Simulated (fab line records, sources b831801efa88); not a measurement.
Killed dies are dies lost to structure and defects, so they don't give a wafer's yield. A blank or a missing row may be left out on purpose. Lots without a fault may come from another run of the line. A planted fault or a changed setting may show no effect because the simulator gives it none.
fab line records | flow sky130
record lots=12 wafers=36 last_day=50
route steps=708 shown NWELL@67 METAL5@663 PAD_OPEN@702
lots that met no fault: from a run of the same line without faults
start_h: hours from the record's first day to the start of the lot's first wafer shown | wait_h: hours since the lot's step before | " the same as in the row above | L1.1+2: a row that stands for several wafers | - no value, or no start given | * or withheld: withheld | < > ~ a bound
route shown NAME@n: a module of which the file shows steps, and the number in the route of the first | usual: mean/standard deviation of fault-free wafers | same: alike in all rows | chamber/n: place in a boat | sites: the reading at each site | _std_site: their standard deviation | _edge_site: outer sites' mean less inner sites' | radius_mm: how far each site lies from the wafer's centre | mask NAME#n: copy n | behind: the tool/chamber that last shaped the wafer | hold: why the lot was held/for how many hours/how that ended | device: the transistor (n, p or np) that didn't switch | end of line: the same wafers' tests at the end of the route | a step without rows: its recipe alone | killed: dies lost to structure and defects at the first sort, not the wafer's yield | map: a wafer's dies, x killed, . not, _ none there
set.NAME: the setting as run; set.NAME@STEP: as run at that earlier step | model.NAME: the simulator's own value behind a step, which no gauge read
steps of the route over a sample of lots; a table a step, a row a wafer
services: from which hour (start_h, from the record's first day; less than 0 if before it) a tool's chamber was out of use, for how many hours, and why
## steps
# step SKY_NWELL_STRIP_14
# recipe chemistry=O2/N2 power_w=1400 pressure_mtorr=1500 platen_temp_c=withheld o2_flow_sccm=3000 n2_flow_sccm=300 overash_fraction=0.5
# usual drypump_motor_current_A=5.6/0.68 oes_product_au=0.722/0.0049 strip_time_to_endpoint_s=36.94/0.1
# columns lot.wafer tool chamber start_h wait_h drypump_motor_current_A oes_product_au rf_hours_counter_h strip_time_to_endpoint_s
L882.2 plasma_asher-01 0 82.20 0.1 4.8 0.728 41 36.91
L882.3 " 0 " " 4.8 0.723 - 37.06
L882.4 " 1 " " 5.0 0.719 - 36.90
L884.2 plasma_asher-02 1 96.62 0.1 6.4 0.720 41 36.91
L884.4 " 1 " " 6.4 0.722 - 36.89
L884.6 " 0 " " 5.8 0.725 - 36.87
L885.1 plasma_asher-04 1 103.77 0.1 4.9 0.723 43 37.01
L885.3 " 0 " " 6.4 0.721 - 37.01
L885.5 " 0 " " 6.4 0.725 - 36.99
L886.2 plasma_asher-04 0 106.92 0.1 6.3 0.725 43 36.95
L886.4 " 1 " " 5.0 0.723 - 36.93
L886.5 " 1 " " 5.0 0.721 - 36.90
L888.1 plasma_asher-01 0 122.95 0.1 4.8 0.723 46 36.90
L888.3 " 1 " " 5.0 0.722 - 36.94
L888.5 " 0 " " 4.8 0.722 - 37.02
L889.1 plasma_asher-02 0 131.62 0.1 5.8 0.728 44 36.83
L889.2 " 1 " " 6.5 0.719 44 36.81
L889.4 " 1 " " 6.5 0.719 - 36.84
L890.2 plasma_asher-04 1 135.70 0.1 5.0 0.719 1 36.86
L890.4 " 1 " " 4.9 0.718 - 37.03
L890.6 " 1 " " 5.0 0.713 - 36.93
L891.3 plasma_asher-01 0 141.48 0.1 4.8 0.722 - 36.66
L891.4 " 1 " " 5.0 0.724 - 36.73
L891.5 " 1 " " 5.0 0.722 - 36.67
L893.2 plasma_asher-04 0 154.50 0.1 6.4 0.722 3 36.72
L893.3 " 1 " " 5.0 0.725 - 36.73
L893.4 " 0 " " 6.3 0.718 - 36.69
L894.4 plasma_asher-01 0 157.88 0.1 4.8 0.725 - 36.76
L894.5 " 0 " " 4.8 0.719 - 36.95
L894.6 " 1 " " 5.0 0.724 - 36.91
L901.2 plasma_asher-02 0 198.82 0.1 5.8 0.729 50 37.07
L901.4 " 1 " " 6.5 0.720 - 36.99
L901.6 " 0 " " 5.8 0.720 - 37.03
L902.2 plasma_asher-02 0 203.37 0.1 5.8 0.730 51 37.04
L902.3 " 0 " " 5.8 0.715 - 37.00
L902.6 " 1 " " 6.4 0.721 - 37.03
# step SKY_METAL5_SPUTTER_02
# recipe material=AlCu target_thk_nm=1150 power_w=10600 time_s=61.2 chamber_pressure_pa=0.4076
# usual cathode_dc_power_W=10600/1.8 throttle_valve_pct=30.2/0.84
# columns lot.wafer tool chamber start_h wait_h cathode_dc_power_W throttle_valve_pct
L882.2 pvd_sputter-01 - 999.44 0.0 10602 28.7
L882.3 " - " " 10600 31.4
L882.4 " - " " 10604 31.3
L884.2 pvd_sputter-01 - 1018.31 0.0 10600 28.8
L884.4 " - " " 10600 30.4
L884.6 " - " " 10603 28.7
L885.1 pvd_sputter-03 - 1028.11 0.0 10600 31.6
L885.3 " - " " 10598 29.9
L885.5 " - " " 10601 31.3
L886.2 pvd_sputter-01 - 1034.62 0.0 10601 29.1
L886.4 " - " " 10599 31.2
L886.5 " - " " 10603 30.3
L888.1 pvd_sputter-03 - 1044.64 0.0 10601 30.0
L888.3 " - " " 10599 31.4
L888.5 " - " " 10597 31.6
L889.1 pvd_sputter-03 - 1060.15 0.0 10600 30.1
L889.2 " - " " 10601 30.1
L889.4 " - " " 10601 30.2
L890.2 pvd_sputter-03 - 1065.79 0.0 10597 30.5
L890.4 " - " " 10601 29.8
L890.6 " - " " 10596 30.1
L891.3 pvd_sputter-04 - 1068.51 0.0 10598 31.3
L891.4 " - " " 10599 30.6
L891.5 " - " " 10597 30.6
L893.2 pvd_sputter-03 - 1079.61 0.0 10597 30.3
L893.3 " - " " 10599 29.6
L893.4 " - " " 10599 30.0
L894.4 pvd_sputter-01 - 1086.10 0.0 10603 28.4
L894.5 " - " " 10599 31.2
L894.6 " - " " 10602 30.2
L901.2 pvd_sputter-01 - 1126.40 0.0 10597 31.4
L901.4 " - " " 10604 29.1
L901.6 " - " " 10599 29.2
L902.2 pvd_sputter-01 - 1138.11 0.0 10600 31.5
L902.3 " - " " 10600 28.4
L902.6 " - " " 10599 29.2
# step SKY_METAL5_METAL_ETCH_15
# recipe target_depth_a=12600 stop_on=SiO2 over_etch_frac=0.2 time_s=252 chemistry=Cl2/BCl3 resist_sidewall_deg=86 pressure_mtorr=10 icp_w=900 bias_w=48.5 Cl2_flow_sccm=60 bcl3_flow_sccm=30
# usual drypump_motor_current_A=5.7/0.34 oes_product_au=0.894/0.0045 throttle_valve_pct=22.263/0.0097
# columns lot.wafer tool chamber start_h wait_h drypump_motor_current_A oes_product_au rf_hours_counter_h throttle_valve_pct
L882.2 rie_metal-03 0 1022.25 0.0 5.6 0.894 12 22.262
L882.3 " 0 " " 5.6 0.899 - 22.269
L882.4 " 1 " " 5.6 0.897 - 22.248
L884.2 rie_metal-03 0 1041.27 0.0 5.6 0.896 14 22.279
L884.4 " 0 " " 5.6 0.894 - 22.257
L884.6 " 0 " " 5.6 0.881 - 22.277
L885.1 rie_metal-04 0 1050.83 0.1 6.2 0.891 14 22.245
L885.3 " 0 " " 6.2 0.902 - 22.247
L885.5 " 0 " " 6.2 0.890 - 22.273
L886.2 rie_metal-04 0 1057.35 0.0 6.1 0.890 15 22.262
L886.4 " 0 " " 6.2 0.898 - 22.286
L886.5 " 1 " " 5.5 0.893 - 22.268
L888.1 rie_metal-03 1 1066.40 0.0 5.6 0.897 19 22.269
L888.3 " 1 " " 5.6 0.903 - 22.279
L888.5 " 1 " " 5.6 0.886 - 22.259
L889.1 rie_metal-03 1 1080.80 0.0 5.6 0.896 20 22.263
L889.2 " 0 " " 5.6 0.890 17 22.255
L889.4 " 1 " " 5.6 0.890 - 22.259
L890.2 rie_metal-04 1 1086.45 0.0 5.5 0.897 2 22.264
L890.4 " 0 " " 6.2 0.893 - 22.271
L890.6 " 0 " " 6.2 0.900 - 22.285
L891.3 rie_metal-04 1 1088.80 0.1 5.5 0.895 - 22.260
L891.4 " 0 " " 6.1 0.891 - 22.257
L891.5 " 1 " " 5.4 0.898 - 22.278
L893.2 rie_metal-04 1 1100.00 0.0 5.5 0.901 3 22.270
L893.3 " 1 " " 5.5 0.893 - 22.260
L893.4 " 0 " " 6.2 0.896 - 22.263
L894.4 rie_metal-01 0 1107.33 0.1 5.1 0.886 - 22.255
L894.5 " 1 " " 5.3 0.900 - 22.246
L894.6 " 0 " " 5.1 0.890 - 22.242
L901.2 rie_metal-03 0 1144.85 0.0 5.6 0.893 22 22.257
L901.4 " 1 " " 5.6 0.891 - 22.250
L901.6 " 1 " " 5.6 0.891 - 22.239
L902.2 rie_metal-04 0 1156.20 0.0 6.2 0.886 23 22.246
L902.3 " 1 " " 5.5 0.892 - 22.267
L902.6 " 1 " " 5.5 0.892 - 22.268
# step SKY_PAD_OPEN_STRIP_08
# recipe chemistry=O2/N2 power_w=1400 pressure_mtorr=1500 platen_temp_c=withheld overash_fraction=0.7 o2_flow_sccm=3000 n2_flow_sccm=300
# usual drypump_motor_current_A=6.0/0.45 oes_product_au=0.663/0.0046 strip_time_to_endpoint_s=37.12/0.13
# columns lot.wafer tool chamber start_h wait_h drypump_motor_current_A oes_product_au rf_hours_counter_h strip_time_to_endpoint_s
L882.2 plasma_asher-02 1 1067.92 0.1 6.5 0.654 34 37.19
L882.3 " 0 " " 5.8 0.663 - 37.23
L882.4 " 1 " " 6.4 0.670 - 37.28
L884.2 plasma_asher-03 1 1085.07 0.1 6.0 0.655 1 36.97
L884.4 " 0 " " 6.0 0.662 - 37.00
L884.6 " 0 " " 6.0 0.665 - 37.00
L885.1 plasma_asher-04 1 1094.57 0.1 5.0 0.667 98 36.96
L885.3 " 0 " " 6.4 0.652 - 36.91
L885.5 " 1 " " 4.9 0.659 - 36.94
L886.2 plasma_asher-03 1 1100.47 0.1 6.0 0.665 2 37.23
L886.4 " 0 " " 6.0 0.658 - 37.24
L886.5 " 0 " " 6.0 0.664 - 37.15
L888.1 plasma_asher-03 1 1108.62 0.1 6.0 0.658 3 37.04
L888.3 " 0 " " 6.0 0.669 - 37.12
L888.5 " 0 " " 6.0 0.660 - 36.85
L889.1 plasma_asher-04 1 1121.92 0.1 4.9 0.666 101 37.08
L889.2 " 0 " " 6.4 0.670 101 37.03
L889.4 " 1 " " 4.9 0.669 - 37.08
L890.2 plasma_asher-03 1 1127.82 0.1 6.0 0.662 5 36.99
L890.4 " 1 " " 6.0 0.658 - 36.89
L890.6 " 0 " " 6.0 0.666 - 37.02
L891.3 plasma_asher-02 1 1129.65 0.1 6.4 0.659 - 37.24
L891.4 " 0 " " 5.8 0.670 - 37.24
L891.5 " 0 " " 5.8 0.660 - 37.40
L893.2 plasma_asher-03 1 1140.47 0.1 6.0 0.663 6 37.11
L893.3 " 0 " " 6.0 0.657 - 37.03
L893.4 " 1 " " 6.0 0.666 - 37.11
L894.4 plasma_asher-03 1 1147.10 0.1 6.0 0.663 - 37.13
L894.5 " 0 " " 6.0 0.661 - 37.14
L894.6 " 1 " " 6.0 0.667 - 37.03
L901.2 plasma_asher-02 0 1180.87 0.1 5.8 0.661 45 37.00
L901.4 " 0 " " 5.8 0.674 - 37.01
L901.6 " 0 " " 5.8 0.663 - 37.07
L902.2 plasma_asher-02 0 1191.02 0.1 5.8 0.661 46 37.30
L902.3 " 0 " " 5.8 0.661 - 37.25
L902.6 " 0 " " 5.8 0.660 - 37.18
# step SKY_PAD_OPEN_PROBE_99
# usual killed_at_M0_to_M3=42/7.6 killed_at_M4_up=3.4/2 killed_at_contacts=24/5.9 killed_at_front_end=16/4.5 killed_at_other=0.4/0.58 killed_dies=86/10 killed_open=47/7.6 killed_short=39/6.7
# same gross_dies=492 killed_at_back_side=0
# columns lot.wafer tool chamber start_h wait_h killed_at_M0_to_M3 killed_at_M4_up killed_at_contacts killed_at_front_end killed_at_other killed_dies killed_open killed_short
L894.4 prober-02 - 1149.44 0.2 49 4 21 21 1 96 51 45
L894.5 prober-02 - 1149.49 0.2 45 3 32 14 1 95 46 47
L894.6 prober-02 - 1149.54 0.2 49 2 19 17 1 88 45 43
L901.2 prober-02 - 1183.13 0.1 29 2 24 45 1 101 32 42
L901.4 prober-02 - 1183.23 0.2 30 4 16 17 1 68 28 39
L901.6 prober-02 - 1183.33 0.2 40 2 18 45 0 105 34 44
L902.2 prober-02 - 1193.28 0.1 37 7 30 46 1 121 59 32
L902.3 prober-02 - 1193.33 0.2 42 4 30 45 0 121 52 39
L902.6 prober-02 - 1193.48 0.2 44 4 36 20 0 104 53 51
# killed by level:class
L894.4 VIA1:geometric_particle:open=11 CONTACT:geometric_particle:open=9 FIELD_ISO:geometric_particle:short=7 VIA3:geometric_particle:open=7 FIELD_ISO:geometric_particle:open=6 LI_CONTACT:geometric_particle:open=6 METAL1:geometric_particle:short=6 VIA2:geometric_particle:open=6
L894.5 CONTACT:geometric_particle:open=15 VIA2:geometric_particle:open=10 CONTACT:geometric_particle:short=8 VIA1:geometric_particle:open=8 METAL2:geometric_particle:short=7 METAL1:geometric_particle:short=5 LI_CONTACT:geometric_particle:open=4 FIELD_ISO:geometric_particle:open=3
L894.6 VIA2:geometric_particle:open=9 VIA1:geometric_particle:open=8 VIA1:geometric_particle:short=8 CONTACT:geometric_particle:open=7 LOCAL_INTERCONNECT:geometric_particle:short=6 METAL2:geometric_particle:short=6 FIELD_ISO:geometric_particle:open=5 VIA3:geometric_particle:open=5
L901.2 NWELL:unspecified=27 CONTACT:geometric_particle:open=9 FIELD_ISO:geometric_particle:short=7 VIA1:geometric_particle:short=5 VIA1:geometric_particle:open=5 LI_CONTACT:geometric_particle:open=4 POLY_GATE:geometric_particle:short=4 LOCAL_INTERCONNECT:geometric_particle:short=4
L901.4 VIA1:geometric_particle:open=8 FIELD_ISO:geometric_particle:short=5 LOCAL_INTERCONNECT:geometric_particle:short=5 METAL1:geometric_particle:short=5 VIA1:geometric_particle:short=5 CONTACT:geometric_particle:open=4 FIELD_ISO:geometric_particle:open=3 POLY_GATE:geometric_particle:open=3
L901.6 NWELL:unspecified=27 METAL1:geometric_particle:short=7 VIA1:geometric_particle:open=7 METAL2:geometric_particle:short=7 CONTACT:geometric_particle:open=6 SPACER:geometric_particle:short=5 LOCAL_INTERCONNECT:geometric_particle:short=5 FIELD_ISO:geometric_particle:short=4
L902.2 NWELL:unspecified=30 CONTACT:geometric_particle:open=16 VIA1:geometric_particle:open=9 CONTACT:geometric_particle:short=8 VIA3:geometric_particle:open=7 POLY_GATE:geometric_particle:open=5 METAL4:geometric_particle:short=5 METAL2:geometric_particle:open=5
L902.3 NWELL:unspecified=30 CONTACT:geometric_particle:open=9 LOCAL_INTERCONNECT:geometric_particle:short=8 VIA1:geometric_particle:open=8 VIA3:geometric_particle:open=8 LI_CONTACT:geometric_particle:open=6 VIA2:geometric_particle:open=6 CONTACT:geometric_particle:short=5
L902.6 CONTACT:geometric_particle:open=13 CONTACT:geometric_particle:short=9 VIA1:geometric_particle:open=9 VIA1:geometric_particle:short=8 VIA2:geometric_particle:open=8 VIA3:geometric_particle:open=7 POLY_GATE:geometric_particle:short=7 LI_CONTACT:geometric_particle:open=7
## services
# columns tool chamber start_h hours kind
plasma_asher-04 - 108.75 9.0 pm
plasma_asher-03 - 124.72 0.8 repair
plasma_asher-04 - 129.69 4.3 repair
pvd_sputter-01 - 133.80 0.5 repair
plasma_asher-02 - 136.99 0.6 repair
plasma_asher-02 - 139.60 2.8 repair
plasma_asher-02 - 167.38 2.8 pm
plasma_asher-04 - 189.91 2.8 pm
pvd_sputter-01 - 226.51 4.8 repair
plasma_asher-03 - 262.71 1.7 repair
plasma_asher-03 - 284.07 2.2 repair
rie_metal-04 0 286.87 3.2 repair
plasma_asher-04 - 302.79 4.4 repair
pvd_sputter-01 - 400.32 9.9 repair
rie_metal-04 0 415.02 86.5 repair
pvd_sputter-01 - 417.04 7.1 repair
pvd_sputter-01 - 490.43 3.1 repair
plasma_asher-02 - 555.53 0.7 repair
plasma_asher-02 - 582.49 1.9 repair
plasma_asher-02 - 733.75 9.0 pm
plasma_asher-02 - 746.44 0.7 repair
plasma_asher-02 - 810.31 1.3 repair
plasma_asher-02 - 970.39 4.0 repair
plasma_asher-02 - 1126.26 1.7 repair
## key
first_sign step=SKY_PAD_OPEN_PROBE_99 reading=killed_at_front_end direction=up sigmas=6.5 usual=16 struck=45
effect step=SKY_PAD_OPEN_PROBE_99 reading=killed_dies direction=up sigmas=2.5 usual=86 struck=112
met_at SKY_NWELL_STRIP_14
struck_lots L901,L902
struck_wafers L901.2,L901.6,L902.2,L902.3
tester_left_out L901,L902
not_acting_at SKY_METAL5_SPUTTER_02,SKY_METAL5_METAL_ETCH_15,SKY_PAD_OPEN_STRIP_08
onset_between 131.62 198.82
fault kind=chamber_particle_source tool=plasma_asher-02 chamber=0 onset_h=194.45 steps=SKY_NWELL_STRIP_14 rate_per_visit_cm2=1.0816 end_h=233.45
# tester_left_out: of these lots the tester's yield and bins aren't shown, on N5 and GAA mostly nor the transistor test; their killed dies are dies lost to structure and defects alone, not to doping, threshold or leakage, so they don't give the yield
